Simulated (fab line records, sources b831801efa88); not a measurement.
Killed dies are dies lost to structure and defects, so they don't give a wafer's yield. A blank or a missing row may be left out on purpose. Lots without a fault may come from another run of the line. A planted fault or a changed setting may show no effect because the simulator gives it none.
One fault seen from 2 desks | flow sky130 | each desk has only its own numbers; what lay behind them comes last

THE METROLOGY DESK
What the gauges read, lot by lot, whatever tool the lot ran on: means of the sampled wafers that have a number. A lot is out of limits, marked OUT, if its mean lies more than 4 standard deviations from the usual mean; the brackets give that distance.
Columns: A = SONOS_ONO_CVD_04_THK at SKY_SONOS_ONO_THK_MEAS_05, usual 5.72 nm; B = POLY_GATE_OVL at SKY_POLY_GATE_OVL_MEAS_14, usual 1 nm; C = LOCAL_INTERCONNECT_TIN_RS at SKY_LOCAL_INTERCONNECT_RS_MEAS_01, usual 14.20 ohm/sq
lot  | first seen here | A               | B   | C
L126 | day 12 00:41    | 5.73            | 4   | 14.10
L127 | day 12 10:34    | 5.59            | 8   | 14.31
L129 | day 12 16:02    | 5.71            | 5   | 14.35
L135 | day 14 21:52    | 5.67            | 2   | 14.23
L136 | day 15 01:55    | 5.71            | -2  | 14.20
L137 | day 15 10:09    | 5.79            | -3  | 14.27
L138 | day 15 13:40    | 6.63 (+10) OUT  | -11 | 14.07
L139 | day 16 02:59    | 6.70 (+11) OUT  | -5  | 13.99
L140 | day 16 12:09    | 6.34 (+6.8) OUT | -5  | 14.35
L147 | day 18 15:17    | 5.71            | -5  | 14.33
L148 | day 18 22:39    | 5.74            | 1   | 14.14
L149 | day 19 08:39    | 5.70            | -10 | 14.51
This desk's finding: out of limits on L138, L139, L140; first on L138, day 15 13:40 (SONOS_ONO_CVD_04_THK at SKY_SONOS_ONO_THK_MEAS_05). In limits: L126, L127, L129, L135, L136, L137, L147, L148, L149.

THE TOOL OWNER'S DESK: lpcvd-03
The tool's own readings at SKY_SONOS_ONO_CVD_04 (deposits SiO2 from SiH4/N2O, target thk 5.7199 nm): means of the sampled wafers that have a number, for each lot that ran on this tool. A lot is out of limits, marked OUT, if its mean lies more than 4 standard deviations from the usual mean; the brackets give that distance.
Columns: A = spike_tc_upper_C at SKY_SONOS_ONO_CVD_04, usual 901.0 C
lot  | first seen here | A
L126 | day 11 23:26    | 900.6
L127 | day 12 09:17    | 901.6
L129 | day 12 14:45    | 900.1
L135 | day 14 20:37    | 901.6
L136 | day 15 00:40    | 901.0
L137 | day 15 08:53    | 901.4
L138 | day 15 12:24    | 901.4
L139 | day 16 01:44    | 901.1
L140 | day 16 10:54    | 901.6
L147 | day 18 14:02    | 900.5
L148 | day 18 21:23    | 901.1
L149 | day 19 07:19    | 901.2
This desk's finding: nothing out of limits on any of the 12 lots.

PUT TOGETHER
The metrology desk could have raised an alarm at day 15 13:40, on L138, L139, L140.
The tool owner's desk saw nothing out of limits.
The tool owner's desk has L138, L139, L140 on record, within its limits.
Of the lots named, all ran SKY_SONOS_ONO_CVD_04 on lpcvd-03.

WHAT THE SIMULATOR HAD PUT IN
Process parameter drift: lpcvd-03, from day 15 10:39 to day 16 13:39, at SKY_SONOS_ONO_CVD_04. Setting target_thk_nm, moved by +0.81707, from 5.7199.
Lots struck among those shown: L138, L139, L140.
Hours from the fault's start to each desk's first reading out of limits: the metrology desk, 3.
